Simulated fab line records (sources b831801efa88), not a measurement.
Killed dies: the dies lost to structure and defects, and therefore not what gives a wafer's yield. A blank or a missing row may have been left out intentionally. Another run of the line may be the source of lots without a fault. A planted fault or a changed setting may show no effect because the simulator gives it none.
fab line records    flow sfq_line
record lots=5  wafers=15  last_day=85
route steps=325 shown I0@50 M1@58
lots untouched by any fault: they come from a run of this same line in which no faults occurred
start_h: hours from the record's first day to the start of the lot's first wafer shown    wait_h: hours elapsed since this lot's preceding step    " as in the row above    L1.1+2: a row that stands for several wafers    - no value present, or no start provided    * or withheld: withheld    < > ~ a bound
route shown NAME@n: NAME is a module with steps in the file, n the number in the route of the first one    usual: mean/standard deviation of fault-free wafers    same: alike in all rows    chamber/n: place in a boat    sites: each site's reading    _std_site: standard deviation of those values    _edge_site: mean of outer sites minus mean of inner sites    radius_mm: for every site, how far away it sits from the centre of the wafer    mask NAME#n: copy n    behind: the most recent tool/chamber to have shaped the wafer    hold: reason for holding the lot/hours on hold/outcome of the hold    device: which transistor (n, p or np) failed to switch    end of line: the tests these same wafers got at the end of their route    a step given without rows: its recipe and nothing more    killed: the dies lost at the first sort to structure and to defects; this is not the yield of the wafer    map: a wafer's dies, x killed, . not, _ none there
set.NAME: setting as actually run; set.NAME@STEP: the setting as run at that earlier step    model.NAME: the simulator's own value behind a step, which no gauge read
lots seen at some steps along the route; tables by step, rows by wafer
services: from which hour (start_h, from the record's first day; less than 0 if before it) a tool's chamber was out of use, for how many hours, and why
## steps
# step SFQ_TRILAYER_I0_VIA_LITHO_EXPOSE_032
# recipe mask_id=I0  na=0.6  source_shape=conventional  sigma_outer=0.65  target_cd_nm=500  dose_mj=21.3
# step SFQ_TRILAYER_I0_VIA_LITHO_PEB_034
# recipe peb_temp_c=115  peb_time_s=60  resist=KrF
# step SFQ_TRILAYER_I0_VIA_LITHO_DEVELOP_033
# recipe time_s=60  resist=KrF
# step SFQ_I0_OVL_MEAS_908
# usual I0_OVL=-3/5.6
lot.wafer  tool        chamber  start_h  wait_h  I0_OVL[nm]
L747.4     overlay-02  -        354.59   0.1     -4
L747.5     "           -        "        "       -8
L747.6     "           -        "        "       -11
L751.3     overlay-02  -        423.23   0.1     -3
L751.4     "           -        "        "       -2
L751.6     "           -        "        "       -12
L757.1     overlay-01  -        475.39   0.1     -12
L757.4     "           -        "        "       -9
L757.5     "           -        "        "       -16
L760.1     overlay-01  -        499.49   0.1     0
L760.4     "           -        "        "       4
L760.6     "           -        "        "       3
L768.4     overlay-01  -        627.24   0.1     5
L768.5     "           -        "        "       2
L768.6     "           -        "        "       -1
# step SFQ_TRILAYER_I0_VIA_BARC_OPEN_VIA_ETCH_046
# recipe mask_material=PR  chemistry=O2  target_depth_nm=125  target=BARC  source_w=500  bias_w=80  pressure_mtorr=30  time_s=41.7
# usual drypump_motor_current_A=5.6/0.31  oes_product_au=0.685/0.0045
lot.wafer  tool         chamber  start_h  wait_h  drypump_motor_current_A  oes_product_au  rf_hours_counter_h
L747.4     rie_diel-04  0        354.60   0.0     5.8                      0.678           66
L747.5     "            3        "        "       5.4                      0.692           -
L747.6     "            0        "        "       5.8                      0.683           -
L751.3     rie_diel-02  3        423.25   0.0     5.8                      0.695           2
L751.4     "            1        "        "       5.8                      0.686           1
L751.6     "            3        "        "       5.8                      0.680           -
L757.1     rie_diel-02  1        475.42   0.0     5.8                      0.678           2
L757.4     "            0        "        "       5.5                      0.687           -
L757.5     "            1        "        "       5.8                      0.686           -
L760.1     rie_diel-02  0        499.53   0.0     5.4                      0.687           4
L760.4     "            3        "        "       5.8                      0.685           3
L760.6     "            0        "        "       5.4                      0.686           -
L768.4     rie_diel-03  3        627.26   0.0     5.1                      0.685           23
L768.5     "            1        "        "       4.8                      0.683           -
L768.6     "            2        "        "       6.1                      0.689           -
# step SFQ_TRILAYER_I0_VIA_ETCH_VIA_ETCH_034
# recipe target=SiO2  stop_on=Nb  mask_material=PR  taper_deg=20  chemistry=CHF3  target_depth_nm=260  source_w=500  bias_w=80  pressure_mtorr=30  time_s=withheld
# usual drypump_motor_current_A=5.6/0.31  oes_product_au=0.855/0.0056
lot.wafer  tool         chamber  start_h  wait_h  drypump_motor_current_A  oes_product_au
L747.4     rie_diel-04  0        354.64   0.0     5.8                      0.852
L747.5     "            3        "        "       5.4                      0.869
L747.6     "            0        "        "       5.8                      0.856
L751.3     rie_diel-02  3        423.29   0.0     5.8                      0.845
L751.4     "            1        "        "       5.8                      0.856
L751.6     "            3        "        "       5.8                      0.851
L757.1     rie_diel-02  1        475.46   0.0     5.8                      0.855
L757.4     "            0        "        "       5.5                      0.847
L757.5     "            1        "        "       5.7                      0.854
L760.1     rie_diel-02  0        499.57   0.0     5.5                      0.848
L760.4     "            3        "        "       5.8                      0.846
L760.6     "            0        "        "       5.5                      0.850
L768.4     rie_diel-03  3        627.30   0.0     5.1                      0.848
L768.5     "            1        "        "       4.8                      0.857
L768.6     "            2        "        "       6.1                      0.846
# step SFQ_TRILAYER_I0_VIA_STRIP_STRIP_035
# recipe gas=O2  power_w=200  platen_temp_c=40  overash_fraction=0.65  chemistry=O2  pressure_mtorr=50
# usual drypump_motor_current_A=5.7/0.31  oes_product_au=0.998/0.012
# same overash_fraction=0.65
lot.wafer  tool          chamber  start_h  wait_h  drypump_motor_current_A  oes_product_au  rf_hours_counter_h
L747.4     rie_metal-02  0        354.96   -       5.4                      0.986           -
L747.5     "             1        "        "       6.2                      1.015           -
L747.6     "             0        "        "       5.4                      0.977           -
L751.3     rie_metal-02  1        423.61   -       6.2                      1.004           -
L751.4     "             0        "        "       5.4                      1.001           -
L751.6     "             1        "        "       6.2                      0.992           -
L757.1     rie_metal-02  0        475.58   -       5.4                      0.992           84
L757.4     "             1        "        "       6.2                      0.999           -
L757.5     "             1        "        "       6.2                      1.011           -
L760.1     rie_metal-04  0        499.68   -       5.7                      0.983           17
L760.4     "             0        "        "       5.7                      0.979           -
L760.6     "             1        "        "       5.5                      0.991           -
L768.4     rie_metal-04  1        627.62   -       5.5                      0.980           -
L768.5     "             0        "        "       5.7                      0.993           -
L768.6     "             1        "        "       5.6                      0.990           -
# step SFQ_TRILAYER_I0_VIA_STRIP_SOLV_CLEAN_036
# recipe chemistry=NMP  temp_c=70  time_s=600
# step SFQ_TRILAYER_M1_DEP_PRE_CLEAN_038
# recipe gas=Ar  time_s=22.5  bias_v=250
# step SFQ_TRILAYER_M1_DEP_SPUTTER_037
# recipe material=Nb  base_pressure_pa=1.33e-06  chamber_pressure_pa=0.1333  substrate_temp_c=20  resputter_cathode_voltage_v=400  target_thk_nm=200  power_w=2000  time_s=133.3
# usual throttle_valve_pct=29.5/0.77
lot.wafer  tool            chamber  start_h  wait_h  throttle_valve_pct
L747.4     pvd_sputter-03  -        355.61   0.0     30.5
L747.5     "               -        "        "       28.7
L747.6     "               -        "        "       30.0
L751.3     pvd_sputter-05  -        424.21   0.0     29.6
L751.4     "               -        "        "       29.6
L751.6     "               -        "        "       29.9
L757.1     pvd_sputter-03  -        476.38   0.0     29.1
L757.4     "               -        "        "       30.4
L757.5     "               -        "        "       30.0
L760.1     pvd_sputter-03  -        500.49   0.0     28.8
L760.4     "               -        "        "       30.0
L760.6     "               -        "        "       29.2
L768.4     pvd_sputter-05  -        628.22   0.0     28.6
L768.5     "               -        "        "       28.5
L768.6     "               -        "        "       29.6
# step SFQ_M1_RS_MEAS_909
# recipe thk_meas_gauge=four-point-probe  reads=Nb_of_TRILAYER_M1_DEP_SPUTTER_037
# usual M1_NB_RS=0.889/0.0099
lot.wafer  tool           chamber  start_h  wait_h  M1_NB_RS[ohm/sq]
L747.4     film_metro-03  -        355.71   0.1     0.872
L747.5     "              -        "        "       0.889
L747.6     "              -        "        "       0.889
L751.3     film_metro-04  -        424.34   0.1     0.894
L751.4     "              -        "        "       0.890
L751.6     "              -        "        "       0.895
L757.1     film_metro-04  -        476.47   0.0     0.906
L757.4     "              -        "        "       0.892
L757.5     "              -        "        "       0.906
L760.1     film_metro-03  -        500.58   0.0     0.887
L760.4     "              -        "        "       0.894
L760.6     "              -        "        "       0.891
L768.4     film_metro-04  -        628.37   0.1     0.902
L768.5     "              -        "        "       0.889
L768.6     "              -        "        "       0.894
# step SFQ_TRILAYER_M1_LITHO_COAT_044
# recipe resist=BARC  spin_rpm=3000  resist_thk_nm=62
lot.wafer  tool            chamber  start_h  wait_h  model.BARC_of_TRILAYER_M1_LITHO_COAT_044.thk_nm
L747.4     litho_track-01  0        355.98   0.2     61.97
L747.5     "               0        "        "       62.05
L747.6     "               0        "        "       62.03
L751.3     litho_track-04  0        424.58   0.1     62.04
L751.4     "               0        "        "       62.02
L751.6     "               0        "        "       62.16
L757.1     litho_track-04  0        476.65   0.1     59.24
L757.4     "               0        "        "       59.14
L757.5     "               0        "        "       61.89
L760.1     litho_track-01  0        500.76   0.1     62.26
L760.4     "               0        "        "       62.18
L760.6     "               0        "        "       62.14
L768.4     litho_track-01  0        628.64   0.2     62.51
L768.5     "               0        "        "       62.31
L768.6     "               0        "        "       62.46
# step SFQ_TRILAYER_M1_LITHO_COAT_039
# recipe resist=KrF  spin_rpm=3000  resist_thk_nm=600
# step SFQ_TRILAYER_M1_LITHO_SOFTBAKE_043
# recipe temp_c=withheld  time_s=withheld  resist=KrF
# step SFQ_TRILAYER_M1_LITHO_EXPOSE_040
# recipe mask_id=M1  na=0.6  source_shape=conventional  sigma_outer=0.65  target_cd_nm=500  dose_mj=14.4
# step SFQ_TRILAYER_M1_LITHO_PEB_042
# recipe peb_temp_c=115  peb_time_s=60  resist=KrF
# step SFQ_TRILAYER_M1_LITHO_DEVELOP_041
# recipe time_s=60  resist=KrF
# step SFQ_M1_OVL_MEAS_911
# usual M1_OVL=1/4.9
lot.wafer  tool        chamber  start_h  wait_h  M1_OVL[nm]
L747.4     overlay-02  -        498.31   0.1     4
L747.5     "           -        "        "       -2
L747.6     "           -        "        "       4
L751.3     overlay-01  -        574.28   0.1     5
L751.4     "           -        "        "       2
L751.6     "           -        "        "       4
L757.1     overlay-01  -        634.43   0.1     -1
L757.4     "           -        "        "       2
L757.5     "           -        "        "       7
L760.1     overlay-01  -        656.91   0.1     9
L760.4     "           -        "        "       7
L760.6     "           -        "        "       8
L768.4     overlay-01  -        767.52   0.1     5
L768.5     "           -        "        "       5
L768.6     "           -        "        "       2
# step SFQ_TRILAYER_M1_BARC_OPEN_METAL_ETCH_054
# recipe mask_material=PR  chemistry=O2  target_depth_nm=125  target=BARC  icp_w=600  bias_w=80  pressure_mtorr=10  time_s=41.7
# usual drypump_motor_current_A=5.9/0.4  oes_product_au=0.686/0.0044
lot.wafer  tool          chamber  start_h  wait_h  drypump_motor_current_A  oes_product_au  rf_hours_counter_h  model.etch.depth_nm
L747.4     rie_metal-02  1        498.35   0.0     6.2                      0.681           -                   61.97
L747.5     "             1        "        "       6.2                      0.688           -                   62.05
L747.6     "             0        "        "       5.4                      0.677           -                   62.03
L751.3     rie_metal-02  1        574.32   0.0     6.2                      0.687           -                   62.04
L751.4     "             0        "        "       5.4                      0.682           -                   62.02
L751.6     "             0        "        "       5.4                      0.683           -                   62.16
L757.1     rie_metal-03  0        634.46   0.0     6.2                      0.670           52                  59.24
L757.4     "             0        "        "       6.2                      0.673           -                   59.14
L757.5     "             0        "        "       6.2                      0.680           -                   61.89
L760.1     rie_metal-02  1        656.94   0.0     6.2                      0.690           133                 62.26
L760.4     "             0        "        "       5.4                      0.693           -                   62.18
L760.6     "             1        "        "       6.2                      0.682           -                   62.14
L768.4     rie_metal-02  0        767.60   0.1     5.4                      0.684           -                   62.51
L768.5     "             0        "        "       5.4                      0.685           -                   62.31
L768.6     "             0        "        "       5.4                      0.685           -                   62.46
# step SFQ_TRILAYER_M1_ETCH_METAL_ETCH_042
# recipe target=Nb  stop_on=SiO2  mask_material=PR  chemistry=Cl2/Ar  target_depth_nm=240  icp_w=600  bias_w=80  pressure_mtorr=10  time_s=120
# usual drypump_motor_current_A=5.9/0.4  oes_product_au=0.893/0.0069
lot.wafer  tool          chamber  start_h  wait_h  drypump_motor_current_A  oes_product_au  rf_hours_counter_h
L747.4     rie_metal-02  1        498.43   0.1     6.2                      0.900           -
L747.5     "             1        "        "       6.2                      0.893           -
L747.6     "             0        "        "       5.4                      0.899           -
L751.3     rie_metal-02  1        574.41   0.1     6.2                      0.893           -
L751.4     "             0        "        "       5.4                      0.899           -
L751.6     "             0        "        "       5.4                      0.897           -
L757.1     rie_metal-03  0        634.52   0.0     6.2                      0.873           52
L757.4     "             0        "        "       6.2                      0.895           -
L757.5     "             0        "        "       6.2                      0.881           -
L760.1     rie_metal-02  1        657.00   0.0     6.2                      0.894           133
L760.4     "             0        "        "       5.4                      0.895           -
L760.6     "             1        "        "       6.2                      0.895           -
L768.4     rie_metal-02  0        767.79   0.2     5.4                      0.888           -
L768.5     "             0        "        "       5.4                      0.894           -
L768.6     "             0        "        "       5.4                      0.884           -
## services
tool            chamber  start_h  hours  kind
rie_diel-04     3        366.08   14.0   repair
rie_metal-03    1        366.45   10.0   repair
rie_diel-03     1        388.71   4.3    repair
rie_diel-02     2        391.68   6.4    repair
rie_diel-02     0        398.65   9.3    repair
rie_diel-02     2        413.32   5.1    repair
rie_diel-04     1        430.10   25.8   repair
pvd_sputter-03  -        443.82   2.1    repair
rie_diel-03     2        447.65   29.4   repair
rie_metal-03    -        456.07   0.9    repair
rie_diel-02     3        473.73   12.4   repair
pvd_sputter-03  -        478.86   4.1    repair
rie_diel-04     3        498.77   2.7    repair
rie_diel-02     2        511.69   12.7   repair
pvd_sputter-03  -        526.31   1.2    repair
rie_metal-04    0        526.54   5.2    repair
rie_diel-02     -        546.72   2.8    pm
rie_diel-02     3        552.27   40.7   repair
rie_diel-02     1        566.85   6.0    repair
rie_diel-02     2        572.82   10.1   repair
rie_diel-02     1        676.52   4.2    repair
rie_metal-02    -        686.48   0.4    repair
rie_metal-02    1        723.64   10.1   repair
rie_diel-02     1        744.80   2.3    repair
## key
first_sign step=SFQ_TRILAYER_M1_BARC_OPEN_METAL_ETCH_054  reading=oes_product_au  direction=down  sigmas=3.3  usual=0.686  struck=0.671
effect none on later readings
model_effect step=SFQ_TRILAYER_M1_LITHO_COAT_044  value=BARC_of_TRILAYER_M1_LITHO_COAT_044.thk_nm  without=61.97  struck=59.19
model_effect step=SFQ_TRILAYER_M1_BARC_OPEN_METAL_ETCH_054  value=etch.depth_nm  without=61.97  struck=59.19
met_at SFQ_TRILAYER_M1_LITHO_COAT_044
struck_wafers L757.1,L757.4
onset_between 424.58 476.65
fault kind=process_parameter_drift  tool=litho_track-04  chamber=-  onset_h=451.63  steps=SFQ_TRILAYER_M1_LITHO_COAT_044  channel=resist_thk_nm  offset=-2.7853  shape=step  end_h=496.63  scope=struck_wafers_only  acts_in=these_recipes_only  stated=62
